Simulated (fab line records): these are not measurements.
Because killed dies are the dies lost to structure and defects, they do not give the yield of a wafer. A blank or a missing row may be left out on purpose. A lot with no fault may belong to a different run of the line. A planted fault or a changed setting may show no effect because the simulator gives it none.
fab line records ; flow sfqLine ; part 1 of 2: steps 1 to 28 of 40
[record] lots = 5; wafers = 15; lastDay = 91
route steps=325 shown I4@165 JJ@178 M5@198
lots that met no fault: taken from a fault-free run of the same line
startH: hours from the record's opening day to when the first of the lot's shown wafers began ; waitH: hours from the lot's prior step to this one ; " unchanged from the row above ; L1.1+2: a row that stands for several wafers ; - no value, or no start was given ; * or withheld: withheld ; < > ~ a bound
route shown NAME@n: NAME is a module with steps in the file, n the number in the route of the first one ; usual: mean/standard deviation of fault-free wafers ; same: alike in all rows ; chamber/n: place in a boat ; sites: readings site by site ; _std_site: the values' standard deviation ; _edge_site: inner sites' mean taken away from outer sites' mean ; radiusMm: for every site, how far away it sits from the centre of the wafer ; mask NAME#n: copy n ; behind: the most recent tool/chamber to have shaped the wafer ; hold: why the lot was held/for how many hours/how that ended ; device: transistor that didn't switch, given as n, p or np ; end of line: the route-end tests of the same wafers ; a step with no rows: only its recipe ; killed: dies lost to structure and defects at the first sort, not the wafer's yield ; map: a wafer's dies, x killed, . not, _ none there
set.NAME: setting as actually run; set.NAME@STEP: the setting as run at that earlier step ; model.NAME: the simulator's own value behind a step, which no gauge read
lots at selected steps of the route; one table per step, one row per wafer
services: the hour from which a tool's chamber was out of use, counted from the record's first day as startH (under 0 if before that day), plus the number of hours and why
[[steps]]
[step SFQ_I4_BOW_MEAS_927]
[recipe] mode = bow
[usual] I4_BOW = 0/9.2
lot.wafer;tool;chamber;startH;waitH;I4_BOW[um]
L081.1;filmMetro-03;-;1070.39;1.5;-14
L081.2;filmMetro-03;-;1070.39;1.5;2
L081.4;filmMetro-03;-;1070.39;1.5;4
L082.1;filmMetro-02;-;1073.39;1.5;-21
L082.2;filmMetro-02;-;1073.39;1.5;-13
L082.4;filmMetro-02;-;1073.39;1.5;-16
L083.4;filmMetro-02;-;1076.45;1.1;-13
L083.5;filmMetro-02;-;1076.45;1.1;-17
L083.6;filmMetro-02;-;1076.45;1.1;-6
L088.1;filmMetro-02;-;1117.41;2.5;-2
L088.3;filmMetro-02;-;1117.41;2.5;9
L088.4;filmMetro-02;-;1117.41;2.5;12
L090.2;filmMetro-03;-;1124.61;1.0;6
L090.3;filmMetro-03;-;1124.61;1.0;-8
L090.5;filmMetro-03;-;1124.61;1.0;3
[step SFQ_TRILAYER_I4_METRO_MEASURE_101]
[usual] thkNm = 200.0/1
lot.wafer;tool;chamber;startH;waitH;thkNm
L081.1;filmMetro-03;-;1070.51;0.1;200.9
L081.2;filmMetro-03;-;1070.51;0.1;199.4
L081.4;filmMetro-03;-;1070.51;0.1;199.6
L082.1;filmMetro-02;-;1073.51;0.1;199.0
L082.2;filmMetro-02;-;1073.51;0.1;199.1
L082.4;filmMetro-02;-;1073.51;0.1;201.1
L083.4;filmMetro-02;-;1077.11;0.6;200.1
L083.5;filmMetro-02;-;1077.11;0.6;200.3
L083.6;filmMetro-02;-;1077.11;0.6;200.5
L088.1;filmMetro-02;-;1117.53;0.1;198.9
L088.3;filmMetro-02;-;1117.53;0.1;199.3
L088.4;filmMetro-02;-;1117.53;0.1;201.0
L090.2;filmMetro-03;-;1124.91;0.3;201.3
L090.3;filmMetro-03;-;1124.91;0.3;201.6
L090.5;filmMetro-03;-;1124.91;0.3;202.9
[step SFQ_TRILAYER_I4_VIA_LITHO_COAT_108]
[recipe] resist = BARC; spinRpm = 3000; resistThkNm = 62
lot.wafer;tool;chamber;startH;waitH
L081.1+2+4;lithoTrack-01;0;1071.71;1.0
L082.1+2+4;lithoTrack-02;0;1074.71;1.0
L083.4+5+6;lithoTrack-03;0;1077.86;0.6
L088.1+3+4;lithoTrack-02;0;1118.73;1.0
L090.2+3+5;lithoTrack-01;0;1125.96;0.8
[step SFQ_TRILAYER_I4_VIA_LITHO_COAT_103]
[recipe] resist = KrF; spinRpm = 3000; resistThkNm = 650
lot.wafer;tool;chamber;startH;waitH
L081.1+2+4;lithoTrack-01;0;1072.01;0.2
L082.1+2+4;lithoTrack-02;0;1075.01;0.2
L083.4+5+6;lithoTrack-03;0;1078.16;0.2
L088.1+3+4;lithoTrack-02;0;1119.03;0.2
L090.2+3+5;lithoTrack-01;0;1126.26;0.2
[step SFQ_TRILAYER_I4_VIA_LITHO_SOFTBAKE_107]
[recipe] tempC = withheld; timeS = withheld; resist = KrF
lot.wafer;tool;chamber;startH;waitH
L081.1+2+4;lithoTrack-01;0;1072.31;0.2
L082.1+2+4;lithoTrack-02;0;1075.31;0.2
L083.4+5+6;lithoTrack-03;0;1078.39;0.2
L088.1+3+4;lithoTrack-02;0;1119.33;0.2
L090.2+3+5;lithoTrack-01;0;1126.53;0.2
[step SFQ_TRILAYER_I4_VIA_LITHO_EXPOSE_104]
[recipe] maskId = I4; na = 0.6; sourceShape = conventional; sigmaOuter = 0.65; targetCdNm = 700; doseMj = 21.3
[usual] focusOffsetNm = 0.0/0.49; reticleTempC = 23.00/0.09; stageVelMmS = 499.96/0.26
lot.wafer;tool;chamber;startH;waitH;mask;focusOffsetNm;reticleTempC;stageVelMmS
L081.1;krfScanner-02;0;1203.28;-;I4#0;0.2;23.19;500.00
L081.2;krfScanner-02;0;1203.28;-;I4#0;-1.2;23.07;500.64
L081.4;krfScanner-02;0;1203.28;-;I4#0;-0.4;23.13;499.96
L082.1;krfScanner-02;0;1206.88;-;I4#0;0.4;23.06;500.18
L082.2;krfScanner-02;0;1206.88;-;I4#0;0.4;22.93;500.48
L082.4;krfScanner-02;0;1206.88;-;I4#0;-0.7;23.09;499.84
L083.4;krfScanner-02;0;1209.88;-;I4#0;0.0;22.99;500.30
L083.5;krfScanner-02;0;1209.88;-;I4#0;0.0;23.13;500.09
L083.6;krfScanner-02;0;1209.88;-;I4#0;1.0;23.01;499.84
L088.1;krfScanner-01;0;1255.68;-;I4#0;-0.4;22.92;500.48
L088.3;krfScanner-01;0;1255.68;-;I4#0;0.2;23.02;500.35
L088.4;krfScanner-01;0;1255.68;-;I4#0;0.5;23.06;499.80
L090.2;krfScanner-01;0;1265.48;-;I4#0;0.0;23.00;499.90
L090.3;krfScanner-01;0;1265.48;-;I4#0;0.4;22.81;500.18
L090.5;krfScanner-01;0;1265.48;-;I4#0;0.3;22.92;500.05
[step SFQ_TRILAYER_I4_VIA_LITHO_PEB_106]
[recipe] pebTempC = 115; pebTimeS = 60; resist = KrF
[same] pebTimeS = 60
lot.wafer;tool;chamber;startH;waitH
L081.1+2+4;lithoTrack-02;0;1204.48;1.0
L082.1+2+4;lithoTrack-01;0;1208.08;1.0
L083.4+5+6;lithoTrack-01;0;1210.55;0.5
L088.1+3+4;lithoTrack-01;0;1256.88;1.0
L090.2+3+5;lithoTrack-02;0;1266.50;0.8
[step SFQ_TRILAYER_I4_VIA_LITHO_DEVELOP_105]
[recipe] timeS = 60; resist = KrF
lot.wafer;tool;chamber;startH;waitH
L081.1+2+4;lithoTrack-02;0;1204.63;0.1
L082.1+2+4;lithoTrack-01;0;1208.23;0.1
L083.4+5+6;lithoTrack-01;0;1210.70;0.1
L088.1+3+4;lithoTrack-01;0;1257.03;0.1
L090.2+3+5;lithoTrack-02;0;1266.65;0.1
[step SFQ_I4_OVL_MEAS_928]
[usual] I4_OVL = 0/6.4
lot.wafer;tool;chamber;startH;waitH;I4_OVL[nm]
L081.1;overlay-01;-;1204.78;0.1;-4
L081.2;overlay-01;-;1204.78;0.1;-3
L081.4;overlay-01;-;1204.78;0.1;-7
L082.1;overlay-02;-;1208.38;0.1;-16
L082.2;overlay-02;-;1208.38;0.1;-10
L082.4;overlay-02;-;1208.38;0.1;-11
L083.4;overlay-02;-;1210.79;0.1;-3
L083.5;overlay-02;-;1210.79;0.1;-2
L083.6;overlay-02;-;1210.79;0.1;0
L088.1;overlay-01;-;1257.18;0.1;3
L088.3;overlay-01;-;1257.18;0.1;3
L088.4;overlay-01;-;1257.18;0.1;3
L090.2;overlay-01;-;1266.78;0.1;13
L090.3;overlay-01;-;1266.78;0.1;4
L090.5;overlay-01;-;1266.78;0.1;2
[step SFQ_TRILAYER_I4_VIA_BARC_OPEN_VIA_ETCH_146]
[recipe] maskMaterial = PR; chemistry = O2; targetDepthNm = 125; target = BARC; sourceW = 500; biasW = 80; pressureMtorr = 30; timeS = 41.7
[usual] drypumpMotorCurrentA = 6.0/0.56; oesProductAu = 0.685/0.0045
lot.wafer;tool;chamber;startH;waitH;drypumpMotorCurrentA;oesProductAu;rfHoursCounterH
L081.1;rieDiel-02;2;1204.81;0.0;6.7;0.679;11
L081.2;rieDiel-02;3;1204.81;0.0;5.6;0.688;14
L081.4;rieDiel-02;0;1204.81;0.0;5.0;0.688;14
L082.1;rieDiel-04;0;1208.41;0.0;5.2;0.686;0
L082.2;rieDiel-04;3;1208.41;0.0;5.8;0.680;6
L082.4;rieDiel-04;2;1208.41;0.0;6.2;0.689;17
L083.4;rieDiel-01;0;1210.81;0.0;6.0;0.680;5
L083.5;rieDiel-01;3;1210.81;0.0;6.4;0.688;-
L083.6;rieDiel-01;0;1210.81;0.0;6.0;0.684;-
L088.1;rieDiel-02;2;1257.21;0.0;6.7;0.679;12
L088.3;rieDiel-02;3;1257.21;0.0;5.6;0.673;15
L088.4;rieDiel-02;0;1257.21;0.0;5.0;0.686;15
L090.2;rieDiel-02;1;1266.81;0.0;5.8;0.688;2
L090.3;rieDiel-02;2;1266.81;0.0;6.7;0.686;12
L090.5;rieDiel-02;2;1266.81;0.0;6.7;0.684;-
[step SFQ_TRILAYER_I4_VIA_ETCH_VIA_ETCH_106]
[recipe] target = SiO2; stopOn = Nb; maskMaterial = PR; taperDeg = 20; chemistry = CHF3; targetDepthNm = 260; sourceW = 500; biasW = 80; pressureMtorr = 30; timeS = withheld
[usual] drypumpMotorCurrentA = 6.0/0.56; oesProductAu = 0.854/0.005
lot.wafer;tool;chamber;startH;waitH;drypumpMotorCurrentA;oesProductAu
L081.1;rieDiel-02;2;1204.85;0.0;6.7;0.854
L081.2;rieDiel-02;3;1204.85;0.0;5.6;0.850
L081.4;rieDiel-02;0;1204.85;0.0;5.0;0.845
L082.1;rieDiel-04;0;1208.45;0.0;5.1;0.853
L082.2;rieDiel-04;3;1208.45;0.0;5.7;0.851
L082.4;rieDiel-04;2;1208.45;0.0;6.3;0.853
L083.4;rieDiel-01;0;1210.85;0.0;6.0;0.858
L083.5;rieDiel-01;3;1210.85;0.0;6.4;0.855
L083.6;rieDiel-01;0;1210.85;0.0;6.0;0.855
L088.1;rieDiel-02;2;1257.25;0.0;6.7;0.839
L088.3;rieDiel-02;3;1257.25;0.0;5.6;0.855
L088.4;rieDiel-02;0;1257.25;0.0;5.1;0.862
L090.2;rieDiel-02;1;1266.85;0.0;5.8;0.854
L090.3;rieDiel-02;2;1266.85;0.0;6.7;0.854
L090.5;rieDiel-02;2;1266.85;0.0;6.7;0.856
[step SFQ_TRILAYER_I4_VIA_STRIP_STRIP_107]
[recipe] gas = O2; powerW = 200; platenTempC = 40; overashFraction = 0.65; chemistry = O2; pressureMtorr = 50
[usual] drypumpMotorCurrentA = 5.4/0.36; oesProductAu = 0.995/0.013
lot.wafer;tool;chamber;startH;waitH;drypumpMotorCurrentA;oesProductAu;rfHoursCounterH
L081.1;rieMetal-01;0;1204.96;-;5.8;0.974;39
L081.2;rieMetal-01;1;1204.96;-;5.4;1.006;62
L081.4;rieMetal-01;1;1204.96;-;5.4;1.010;-
L082.1;rieMetal-01;1;1208.56;-;5.4;1.007;62
L082.2;rieMetal-01;0;1208.56;-;5.8;0.985;39
L082.4;rieMetal-01;1;1208.56;-;5.4;1.008;-
L083.4;rieMetal-01;0;1211.16;-;5.8;0.983;-
L083.5;rieMetal-01;1;1211.16;-;5.4;1.009;-
L083.6;rieMetal-01;0;1211.16;-;5.8;0.976;-
L088.1;rieMetal-04;1;1257.37;-;5.3;0.988;133
L088.3;rieMetal-04;1;1257.37;-;5.3;0.980;-
L088.4;rieMetal-04;0;1257.37;-;5.1;0.989;-
L090.2;rieMetal-04;0;1266.97;-;5.1;0.996;28
L090.3;rieMetal-04;1;1266.97;-;5.3;0.989;-
L090.5;rieMetal-04;1;1266.97;-;5.3;0.994;-
[step SFQ_TRILAYER_I4_VIA_STRIP_SOLV_CLEAN_108]
[recipe] chemistry = NMP; tempC = 70; timeS = 600
lot.wafer;tool;chamber;startH;waitH
L081.1+2+4;wetBench-03;7,4,0;1205.56;0.4
L082.1+2+4;wetBench-03;4,5,6;1209.16;0.4
L083.4+5+6;wetBench-04;2,1,3;1211.56;0.2
L088.1+3+4;wetBench-03;5,6,3;1257.97;0.4
L090.2+3+5;wetBench-03;2,5,6;1267.57;0.4
[step SFQ_TRILAYER_JJ_TRILAYER_DEP_PRE_CLEAN_113]
[recipe] gas = Ar; timeS = 22.5; biasV = 250
lot.wafer;tool;chamber;startH;waitH
L081.1+2+4;pvdSputter-03;-;1205.76;0.0
L082.1+2+4;pvdSputter-03;-;1209.34;0.0
L083.4+5+6;pvdSputter-04;-;1211.74;0.0
L088.1+3+4;pvdSputter-03;-;1258.16;0.0
L090.2+3+5;pvdSputter-03;-;1267.76;0.0
[step SFQ_TRILAYER_JJ_TRILAYER_DEP_SPUTTER_109]
[recipe] material = Nb; basePressurePa = 1.33e-06; chamberPressurePa = 0.1333; substrateTempC = 20; targetThkNm = 150; powerW = 2000; timeS = 100
[usual] throttleValvePct = 30.3/0.83
lot.wafer;tool;chamber;startH;waitH;throttleValvePct
L081.1;pvdSputter-03;-;1205.78;0.0;29.4
L081.2;pvdSputter-03;-;1205.78;0.0;30.9
L081.4;pvdSputter-03;-;1205.78;0.0;31.2
L082.1;pvdSputter-03;-;1209.37;0.0;31.3
L082.2;pvdSputter-03;-;1209.37;0.0;31.0
L082.4;pvdSputter-03;-;1209.37;0.0;29.9
L083.4;pvdSputter-04;-;1211.77;0.0;31.8
L083.5;pvdSputter-04;-;1211.77;0.0;31.8
L083.6;pvdSputter-04;-;1211.77;0.0;29.4
L088.1;pvdSputter-03;-;1258.19;0.0;29.5
L088.3;pvdSputter-03;-;1258.19;0.0;31.5
L088.4;pvdSputter-03;-;1258.19;0.0;30.9
L090.2;pvdSputter-03;-;1267.79;0.0;31.7
L090.3;pvdSputter-03;-;1267.79;0.0;29.3
L090.5;pvdSputter-03;-;1267.79;0.0;30.7
[step SFQ_TRILAYER_JJ_TRILAYER_DEP_SPUTTER_110]
[recipe] material = Al; basePressurePa = 1.33e-06; targetThkNm = 8; powerW = 500; timeS = 10; chamberPressurePa = 0.4
[usual] throttleValvePct = 30.3/0.85
lot.wafer;tool;chamber;startH;waitH;throttleValvePct
L081.1;pvdSputter-03;-;1205.86;0.0;29.1
L081.2;pvdSputter-03;-;1205.86;0.0;30.8
L081.4;pvdSputter-03;-;1205.86;0.0;31.3
L082.1;pvdSputter-03;-;1209.44;0.0;31.6
L082.2;pvdSputter-03;-;1209.44;0.0;30.7
L082.4;pvdSputter-03;-;1209.44;0.0;30.1
L083.4;pvdSputter-04;-;1211.84;0.0;32.0
L083.5;pvdSputter-04;-;1211.84;0.0;31.8
L083.6;pvdSputter-04;-;1211.84;0.0;29.5
L088.1;pvdSputter-03;-;1258.26;0.0;29.5
L088.3;pvdSputter-03;-;1258.26;0.0;31.4
L088.4;pvdSputter-03;-;1258.26;0.0;30.9
L090.2;pvdSputter-03;-;1267.86;0.0;31.6
L090.3;pvdSputter-03;-;1267.86;0.0;29.1
L090.5;pvdSputter-03;-;1267.86;0.0;30.7
[step SFQ_TRILAYER_JJ_TRILAYER_DEP_AL_OXIDATION_111]
[recipe] pressureMbar = 0.014667; oxidationTimeS = 600; temperatureK = 293
lot.wafer;tool;chamber;startH;waitH
L081.1+2+4;pvdSputter-03;-;1205.88;0.0
L082.1+2+4;pvdSputter-03;-;1209.46;0.0
L083.4+5+6;pvdSputter-04;-;1211.86;0.0
L088.1+3+4;pvdSputter-03;-;1258.28;0.0
L090.2+3+5;pvdSputter-03;-;1267.88;0.0
[step SFQ_TRILAYER_JJ_TRILAYER_DEP_SPUTTER_112]
[recipe] material = Nb; basePressurePa = 1.33e-06; chamberPressurePa = 0.1333; substrateTempC = 20; targetThkNm = 170; powerW = 2000; timeS = 113.3
[usual] throttleValvePct = 30.3/0.85
lot.wafer;tool;chamber;startH;waitH;throttleValvePct
L081.1;pvdSputter-03;-;1206.88;0.5;29.1
L081.2;pvdSputter-03;-;1206.88;0.5;30.8
L081.4;pvdSputter-03;-;1206.88;0.5;31.6
L082.1;pvdSputter-03;-;1210.46;0.5;31.4
L082.2;pvdSputter-03;-;1210.46;0.5;30.8
L082.4;pvdSputter-03;-;1210.46;0.5;30.3
L083.4;pvdSputter-04;-;1212.86;0.5;32.1
L083.5;pvdSputter-04;-;1212.86;0.5;31.9
L083.6;pvdSputter-04;-;1212.86;0.5;29.6
L088.1;pvdSputter-03;-;1259.28;0.5;29.5
L088.3;pvdSputter-03;-;1259.28;0.5;31.5
L088.4;pvdSputter-03;-;1259.28;0.5;30.7
L090.2;pvdSputter-03;-;1268.88;0.5;31.5
L090.3;pvdSputter-03;-;1268.88;0.5;29.3
L090.5;pvdSputter-03;-;1268.88;0.5;30.8
[step SFQ_JJ_RS_MEAS_929]
[recipe] thkMeasGauge = four-point-probe; reads = Nb_of_TRILAYER_JJ_TRILAYER_DEP_SPUTTER_112
[usual] JJ_NB_RS = 1.043/0.011
lot.wafer;tool;chamber;startH;waitH;JJ_NB_RS[ohm/sq]
L081.1;filmMetro-01;-;1206.96;0.0;1.042
L081.2;filmMetro-01;-;1206.96;0.0;1.034
L081.4;filmMetro-01;-;1206.96;0.0;1.041
L082.1;filmMetro-01;-;1210.54;0.0;1.042
L082.2;filmMetro-01;-;1210.54;0.0;1.029
L082.4;filmMetro-01;-;1210.54;0.0;1.041
L083.4;filmMetro-03;-;1213.00;0.1;1.042
L083.5;filmMetro-03;-;1213.00;0.1;1.044
L083.6;filmMetro-03;-;1213.00;0.1;1.056
L088.1;filmMetro-01;-;1259.36;0.0;1.046
L088.3;filmMetro-01;-;1259.36;0.0;1.037
L088.4;filmMetro-01;-;1259.36;0.0;1.044
L090.2;filmMetro-01;-;1268.98;0.1;1.016
L090.3;filmMetro-01;-;1268.98;0.1;1.021
L090.5;filmMetro-01;-;1268.98;0.1;1.019
[step SFQ_TRILAYER_JJ_CE_LITHO_COAT_119]
[recipe] resist = BARC; spinRpm = 3000; resistThkNm = 62
lot.wafer;tool;chamber;startH;waitH
L081.1+2+4;lithoTrack-02;0;1207.14;0.1
L082.1+2+4;lithoTrack-02;0;1210.72;0.1
L083.4+5+6;lithoTrack-02;0;1213.27;0.2
L088.1+3+4;lithoTrack-01;0;1259.54;0.1
L090.2+3+5;lithoTrack-01;0;1269.19;0.1
[step SFQ_TRILAYER_JJ_CE_LITHO_COAT_114]
[recipe] resist = KrF; spinRpm = 3000; resistThkNm = 600
lot.wafer;tool;chamber;startH;waitH
L081.1+2+4;lithoTrack-02;0;1207.44;0.2
L082.1+2+4;lithoTrack-02;0;1211.02;0.2
L083.4+5+6;lithoTrack-02;0;1213.57;0.2
L088.1+3+4;lithoTrack-01;0;1259.84;0.2
L090.2+3+5;lithoTrack-01;0;1269.49;0.2
[step SFQ_TRILAYER_JJ_CE_LITHO_SOFTBAKE_118]
[recipe] tempC = withheld; timeS = withheld; resist = KrF
lot.wafer;tool;chamber;startH;waitH
L081.1+2+4;lithoTrack-02;0;1207.74;0.2
L082.1+2+4;lithoTrack-02;0;1211.32;0.2
L083.4+5+6;lithoTrack-02;0;1213.80;0.2
L088.1+3+4;lithoTrack-01;0;1260.14;0.2
L090.2+3+5;lithoTrack-01;0;1269.77;0.2
[step SFQ_TRILAYER_JJ_CE_LITHO_EXPOSE_115]
[recipe] maskId = J5; na = 0.6; sourceShape = conventional; sigmaOuter = 0.65; targetCdNm = 700; doseMj = 14.4
[usual] focusOffsetNm = -0.1/0.47; reticleTempC = 22.98/0.095; stageVelMmS = 499.98/0.26
lot.wafer;tool;chamber;startH;waitH;mask;focusOffsetNm;reticleTempC;stageVelMmS
L081.1;krfScanner-02;0;1349.04;-;J5#0;-0.5;22.95;500.35
L081.2;krfScanner-02;0;1349.04;-;J5#0;-0.9;22.97;500.02
L081.4;krfScanner-02;0;1349.04;-;J5#0;0.2;23.00;500.06
L082.1;krfScanner-02;0;1353.84;-;J5#0;0.9;23.04;500.04
L082.2;krfScanner-02;0;1353.84;-;J5#0;0.3;22.71;499.86
L082.4;krfScanner-02;0;1353.84;-;J5#0;0.5;23.04;499.51
L083.4;krfScanner-02;0;1356.84;-;J5#0;-0.5;22.99;499.93
L083.5;krfScanner-02;0;1356.84;-;J5#0;0.3;23.01;499.95
L083.6;krfScanner-02;0;1356.84;-;J5#0;-0.1;22.84;500.09
L088.1;krfScanner-02;0;1401.84;-;J5#0;-0.6;23.11;500.13
L088.3;krfScanner-02;0;1401.84;-;J5#0;0.1;22.98;499.87
L088.4;krfScanner-02;0;1401.84;-;J5#0;0.2;22.97;500.28
L090.2;krfScanner-02;0;1411.64;-;J5#0;-0.5;23.04;499.80
L090.3;krfScanner-02;0;1411.64;-;J5#0;0.3;23.12;499.74
L090.5;krfScanner-02;0;1411.64;-;J5#0;0.3;23.14;499.80
[step SFQ_TRILAYER_JJ_CE_LITHO_PEB_117]
[recipe] pebTempC = 115; pebTimeS = 60; resist = KrF
[same] pebTimeS = 60
lot.wafer;tool;chamber;startH;waitH
L081.1+2+4;lithoTrack-02;0;1350.24;1.0
L082.1+2+4;lithoTrack-02;0;1355.04;1.0
L083.4+5+6;lithoTrack-04;0;1357.51;0.5
L088.1+3+4;lithoTrack-04;0;1403.04;1.0
L090.2+3+5;lithoTrack-02;0;1412.66;0.8
[step SFQ_TRILAYER_JJ_CE_LITHO_DEVELOP_116]
[recipe] timeS = 60; resist = KrF
lot.wafer;tool;chamber;startH;waitH
L081.1+2+4;lithoTrack-02;0;1350.39;0.1
L082.1+2+4;lithoTrack-02;0;1355.19;0.1
L083.4+5+6;lithoTrack-04;0;1357.66;0.1
L088.1+3+4;lithoTrack-04;0;1403.19;0.1
L090.2+3+5;lithoTrack-02;0;1412.81;0.1
[step SFQ_JJ_OVL_MEAS_931]
[usual] J5_OVL = -2/5.7
lot.wafer;tool;chamber;startH;waitH;J5_OVL[nm]
L081.1;overlay-01;-;1350.54;0.1;-9
L081.2;overlay-01;-;1350.54;0.1;-7
L081.4;overlay-01;-;1350.54;0.1;-11
L082.1;overlay-02;-;1355.34;0.1;-9
L082.2;overlay-02;-;1355.34;0.1;-6
L082.4;overlay-02;-;1355.34;0.1;-8
L083.4;overlay-02;-;1357.75;0.1;-10
L083.5;overlay-02;-;1357.75;0.1;-8
L083.6;overlay-02;-;1357.75;0.1;-6
L088.1;overlay-02;-;1403.34;0.1;-4
L088.3;overlay-02;-;1403.34;0.1;-1
L088.4;overlay-02;-;1403.34;0.1;3
L090.2;overlay-01;-;1412.94;0.1;-6
L090.3;overlay-01;-;1412.94;0.1;-2
L090.5;overlay-01;-;1412.94;0.1;6
[step SFQ_TRILAYER_JJ_CE_METRO_MEASURE_117]
[usual] cdNm = 700.4/1.1
lot.wafer;tool;chamber;startH;waitH;cdNm
L081.1;cdSem-02;-;1350.57;0.0;700.7
L081.2;cdSem-02;-;1350.57;0.0;701.0
L081.4;cdSem-02;-;1350.57;0.0;700.4
L082.1;cdSem-01;-;1355.37;0.0;700.3
L082.2;cdSem-01;-;1355.37;0.0;700.3
L082.4;cdSem-01;-;1355.37;0.0;699.7
L083.4;cdSem-02;-;1358.37;0.6;698.6
L083.5;cdSem-02;-;1358.37;0.6;699.5
L083.6;cdSem-02;-;1358.37;0.6;700.1
L088.1;cdSem-01;-;1403.37;0.0;701.9
L088.3;cdSem-01;-;1403.37;0.0;700.6
L088.4;cdSem-01;-;1403.37;0.0;701.5
L090.2;cdSem-01;-;1413.17;0.2;703.3
L090.3;cdSem-01;-;1413.17;0.2;702.4
L090.5;cdSem-01;-;1413.17;0.2;701.1
[step SFQ_TRILAYER_JJ_CE_BARC_OPEN_RIE_150]
[recipe] maskMaterial = PR; chemistry = O2; targetDepthNm = 240; target = BARC; icpW = 600; biasW = 80; pressureMtorr = 10; timeS = 80
[usual] drypumpMotorCurrentA = 5.4/0.33; oesProductAu = 0.538/0.0046
lot.wafer;tool;chamber;startH;waitH;drypumpMotorCurrentA;oesProductAu;rfHoursCounterH
L081.1;rieMetal-03;0;1351.77;1.0;5.2;0.540;17
L081.2;rieMetal-03;1;1351.77;1.0;5.5;0.539;128
L081.4;rieMetal-03;0;1351.77;1.0;5.2;0.536;-
L082.1;rieMetal-03;0;1356.57;1.0;5.3;0.534;18
L082.2;rieMetal-03;1;1356.57;1.0;5.5;0.539;129
L082.4;rieMetal-03;1;1356.57;1.0;5.5;0.533;-
L083.4;rieMetal-02;1;1359.00;0.4;4.7;0.533;-
L083.5;rieMetal-02;0;1359.00;0.4;5.7;0.540;-
L083.6;rieMetal-02;1;1359.00;0.4;4.7;0.532;-
L088.1;rieMetal-01;1;1404.57;1.0;5.4;0.533;86
L088.3;rieMetal-01;0;1404.57;1.0;5.8;0.541;-
L088.4;rieMetal-01;1;1404.57;1.0;5.4;0.546;-
L090.2;rieMetal-02;0;1414.17;0.8;5.7;0.543;13
L090.3;rieMetal-02;0;1414.17;0.8;5.7;0.539;-
L090.5;rieMetal-02;0;1414.17;0.8;5.7;0.540;-
